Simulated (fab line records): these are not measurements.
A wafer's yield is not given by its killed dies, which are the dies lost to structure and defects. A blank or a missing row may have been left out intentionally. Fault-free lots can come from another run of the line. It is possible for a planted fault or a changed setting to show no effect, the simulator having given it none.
What tool caused it?    flow gf180mcu    13 lots with 39 wafers sampled at 5 steps, on a route of 602 steps

## WHAT THE GAUGES READ, wafer by wafer
GF_PSD_OVL_MEAS_08.
lot   measured      on          PSD_OVL (nm)
L485  day 14 11:43  overlay-02  1.2 0.3 -0.1
L486  day 14 19:34  overlay-01  0.1 1.7 -0.5
L487  day 15 05:31  overlay-01  1.5 3.7 3.1
L489  day 15 12:26  overlay-02  1.3 2.4 1.6
L492  day 16 18:38  overlay-01  0.9 1.3 2.2
L494  day 17 08:55  overlay-01  1.9 1.3 1.6
L496  day 18 02:42  overlay-02  1.4 2.1 2.0
L497  day 18 14:46  overlay-02  1.4 0.5 0.5
L500  day 19 14:43  overlay-02  1.8 1.9 0.9
L502  day 20 09:34  overlay-01  226.9 226.1 226.1
L503  day 20 18:14  overlay-02  1.9 1.4 1.1
L505  day 21 04:17  overlay-02  226.3 226.4 227.0
L507  day 21 21:55  overlay-01  2.8 1.7 1.8

GF_PSD_RS_MEAS_14: measurement is done with a four-point probe.
lot   measured      on             NSD_RS (ohm/sq)
L485  day 14 12:13  film_metro-04  46.14 46.06 46.13
L486  day 14 20:03  film_metro-03  46.09 46.09 46.14
L487  day 15 06:01  film_metro-01  45.85 45.97 45.96
L489  day 15 12:55  film_metro-01  46.06 45.95 46.02
L492  day 16 19:07  film_metro-01  46.08 46.01 46.08
L494  day 17 09:25  film_metro-01  46.12 46.18 46.15
L496  day 18 03:11  film_metro-01  45.89 46.02 45.90
L497  day 18 15:20  film_metro-04  46.04 46.24 46.04
L500  day 19 15:13  film_metro-04  46.29 46.05 46.24
L502  day 20 10:03  film_metro-01  45.97 46.13 46.15
L503  day 20 18:43  film_metro-01  46.10 45.91 46.02
L505  day 21 04:46  film_metro-03  46.07 46.10 46.11
L507  day 21 22:28  film_metro-03  46.04 46.10 46.08

## TOOL THAT RAN EACH LOT (tool first, then ch and the chambers of the sampled wafers, then the start)
lot   GF_HV_LDD_STRIP_37                    GF_PSD_EXPOSE_04                     GF_PSD_RTA_13
L485  plasma_asher-02 ch 0,1, day 11 20:49  iline_stepper-01 ch 0, day 14 01:38  rtp_anneal-02 ch 0, day 14 12:07
L486  plasma_asher-01 ch 0,1, day 12 03:00  iline_stepper-01 ch 0, day 14 08:43  rtp_anneal-02 ch 0, day 14 19:58
L487  plasma_asher-02 ch 0,1, day 12 13:21  iline_stepper-02 ch 0, day 14 19:19  rtp_anneal-01 ch 0, day 15 05:56
L489  plasma_asher-02 ch 0,1, day 12 19:13  iline_stepper-01 ch 0, day 15 02:14  rtp_anneal-02 ch 0, day 15 12:50
L492  plasma_asher-04 ch 0,1, day 13 21:20  iline_stepper-01 ch 0, day 16 07:17  rtp_anneal-02 ch 0, day 16 19:02
L494  plasma_asher-02 ch 0,1, day 14 11:42  iline_stepper-01 ch 0, day 16 21:51  rtp_anneal-02 ch 0, day 17 09:19
L496  plasma_asher-01 ch 0, day 15 05:27    iline_stepper-02 ch 0, day 17 15:11  rtp_anneal-02 ch 0, day 18 03:06
L497  plasma_asher-04 ch 0,1, day 15 17:11  iline_stepper-02 ch 0, day 18 03:46  rtp_anneal-01 ch 0, day 18 15:10
L500  plasma_asher-01 ch 0,1, day 16 12:41  iline_stepper-02 ch 0, day 19 02:29  rtp_anneal-02 ch 0, day 19 15:08
L502  plasma_asher-04 ch 0,1, day 17 04:57  iline_stepper-01 ch 0, day 19 21:55  rtp_anneal-01 ch 0, day 20 09:58
L503  plasma_asher-04 ch 0,1, day 17 13:04  iline_stepper-02 ch 0, day 20 06:57  rtp_anneal-01 ch 0, day 20 18:38
L505  plasma_asher-01 ch 0,1, day 18 02:12  iline_stepper-01 ch 0, day 20 15:52  rtp_anneal-01 ch 0, day 21 04:41
L507  plasma_asher-01 ch 0,1, day 18 18:36  iline_stepper-02 ch 0, day 21 10:16  rtp_anneal-01 ch 0, day 21 22:23
- GF_HV_LDD_STRIP_37: strips in O2/N2.
- GF_PSD_EXPOSE_04: exposes mask Pplus, target cd 400 nm.
- GF_PSD_RTA_13: time 20 s.

## AS READ BY THE TOOLS THEMSELVES (means over the sampled wafers that have a number; for cases with no such wafer, the mark the record gives instead)
GF_HV_LDD_STRIP_37.
lot   tool             drypump_motor_current_A (A)  heater_power_w (W)  oes_product_au (a.u.)  strip_time_to_endpoint_s (s)
L485  plasma_asher-02  6.1                          348                 0.717                  12.58
L486  plasma_asher-01  5.6                          321                 0.718                  12.62
L487  plasma_asher-02  6.4                          335                 0.716                  12.64
L489  plasma_asher-02  6.1                          348                 0.717                  12.60
L492  plasma_asher-04  5.8                          337                 0.717                  12.64
L494  plasma_asher-02  6.0                          349                 0.720                  12.59
L496  plasma_asher-01  6.2                          311                 0.718                  12.65
L497  plasma_asher-04  5.8                          345                 0.713                  12.66
L500  plasma_asher-01  5.5                          319                 0.716                  12.58
L502  plasma_asher-04  5.8                          333                 0.720                  12.63
L503  plasma_asher-04  5.8                          343                 0.717                  12.66
L505  plasma_asher-01  5.9                          313                 0.712                  12.66
L507  plasma_asher-01  5.6                          323                 0.719                  12.66

GF_PSD_EXPOSE_04.
lot   tool              stage_vel_mm_s (mm/s)
L485  iline_stepper-01  500.13
L486  iline_stepper-01  499.83
L487  iline_stepper-02  500.17
L489  iline_stepper-01  500.01
L492  iline_stepper-01  500.06
L494  iline_stepper-01  500.00
L496  iline_stepper-02  500.21
L497  iline_stepper-02  499.67
L500  iline_stepper-02  499.86
L502  iline_stepper-01  499.97
L503  iline_stepper-02  500.09
L505  iline_stepper-01  500.16
L507  iline_stepper-02  499.62

GF_PSD_RTA_13.
lot   tool           lamp_power_pct (%)  wafer_temp_C_max
L485  rtp_anneal-02  31.6                1029.4
L486  rtp_anneal-02  31.6                1029.2
L487  rtp_anneal-01  34.0                1034.6
L489  rtp_anneal-02  31.6                1029.2
L492  rtp_anneal-02  31.6                1030.1
L494  rtp_anneal-02  31.6                1029.7
L496  rtp_anneal-02  31.6                1030.2
L497  rtp_anneal-01  33.9                1035.2
L500  rtp_anneal-02  31.6                1030.5
L502  rtp_anneal-01  34.0                1032.5
L503  rtp_anneal-01  33.9                1034.3
L505  rtp_anneal-01  33.9                1035.0
L507  rtp_anneal-01  33.9                1034.9

## THE ANSWER, worked out from the rows above alone
Rule: the lots themselves supply what counts as usual. Put in order of their means at a reading, lots are off if they are a third of the lots or fewer, leave a main group of 4 or more, and stand apart from it by a gap of 3 or more times the standard deviation of the main group's means; of several such gaps the widest counts. The tables above print the reading to a certain number of digits; a main group whose means all agree to those digits is not used. A lot without any number at a reading at which 4 lots or more have one is off too. Any other lot the step has rows for is counted as sound. First the gauges in route order, then the tools' own readings, where a lot's mean is used as printed above. The first step at which some lot is off is used, and at that step the reading that is off furthest; a lot without a number counts as furthest.
Off: L502, L505, at GF_PSD_OVL_MEAS_08 (PSD_OVL). Main group: mean 1.5 nm, sd 0.66.
If a tool, at a process step before that reading, ran all the lots that are off and no sound lot after the first of them, it fits. The gauges at GF_PSD_OVL_MEAS_08 are tried like those tools. One fits: GF_PSD_EXPOSE_04 on iline_stepper-01. Its last sound lot is L494 (day 16 21:51), its first lot that is off L502 (day 19 21:55): a fault that began between those two fits.

## WHAT HAD BEEN PUT IN BY THE SIMULATOR
Scanner matching overlay: iline_stepper-01, from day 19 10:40 on, at GF_PSD_EXPOSE_04. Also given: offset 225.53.
Lots struck among those shown: L502, L505. The rule given above showed the same thing.
